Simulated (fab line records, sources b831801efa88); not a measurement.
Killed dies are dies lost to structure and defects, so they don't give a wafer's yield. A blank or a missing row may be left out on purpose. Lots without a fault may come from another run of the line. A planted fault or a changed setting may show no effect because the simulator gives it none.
Chamber matching | flow sky130 | SKY_VIA2_ETCH_14 on rie_diel-03: 4 sister chambers
The step etches BARC in N2/H2, stops on SiO2, time 45.9 s, target depth 60 nm. 8 wafers are shown with their chamber, then 7 later ones without.

WAFERS WITH THEIR CHAMBER
wafer  | chamber | oes_product_au (a.u.) | throttle_valve_pct (%)
L075.5 | 3       | 0.849                 | 13.223
L077.1 | 1       | 0.852                 | 13.231
L080.3 | 3       | 0.858                 | 13.218
L083.3 | 1       | 0.851                 | 13.227
L083.4 | 2       | 0.847                 | 13.227
L083.6 | 0       | 0.853                 | 13.221
L091.1 | 2       | 0.861                 | 13.228
L091.3 | 0       | 0.852                 | 13.217

WAFERS WITHOUT THEIR CHAMBER
wafer  | oes_product_au (a.u.) | throttle_valve_pct (%)
L091.4 | 0.856                 | 13.231
L094.1 | 0.855                 | 13.224
L094.3 | 0.845                 | 13.220
L094.6 | 0.851                 | 13.225
L097.3 | 0.858                 | 13.204
L097.4 | 0.858                 | 13.231
L097.5 | 0.866                 | 13.216

WHICH CHAMBER EACH WENT THROUGH
wafer  | from the rows above               | in truth
L091.4 | can't be placed: 1 or 2           | 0
L094.1 | can't be placed: 2 or 3 or 0 or 1 | 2
L094.3 | can't be placed: 0 or 3 or 2      | 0
L094.6 | can't be placed: 2 or 1 or 3 or 0 | 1
L097.3 | can't be placed: 0 or 3           | 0
L097.4 | can't be placed: 1 or 2           | 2
L097.5 | can't be placed: 0 or 3           | 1
Placed correctly: 0 of 7. Can't be placed from these rows: 7 (the true chamber is among the candidates in 5). Placed wrongly: 0.
How it was worked out, from the rows above alone: a wafer's distance from a chamber is the root of the sum, over the readings, of the square of ((its reading less the chamber's mean) divided by the reading's scatter). The wafer belongs to the nearest chamber; if the next one is less than 2 further off, it can't be placed. A chamber's mean is the mean of its shown wafers. The scatter: the root of (the sum of the squares of (reading less its chamber's mean) over the shown wafers, divided by (wafers less chambers)).
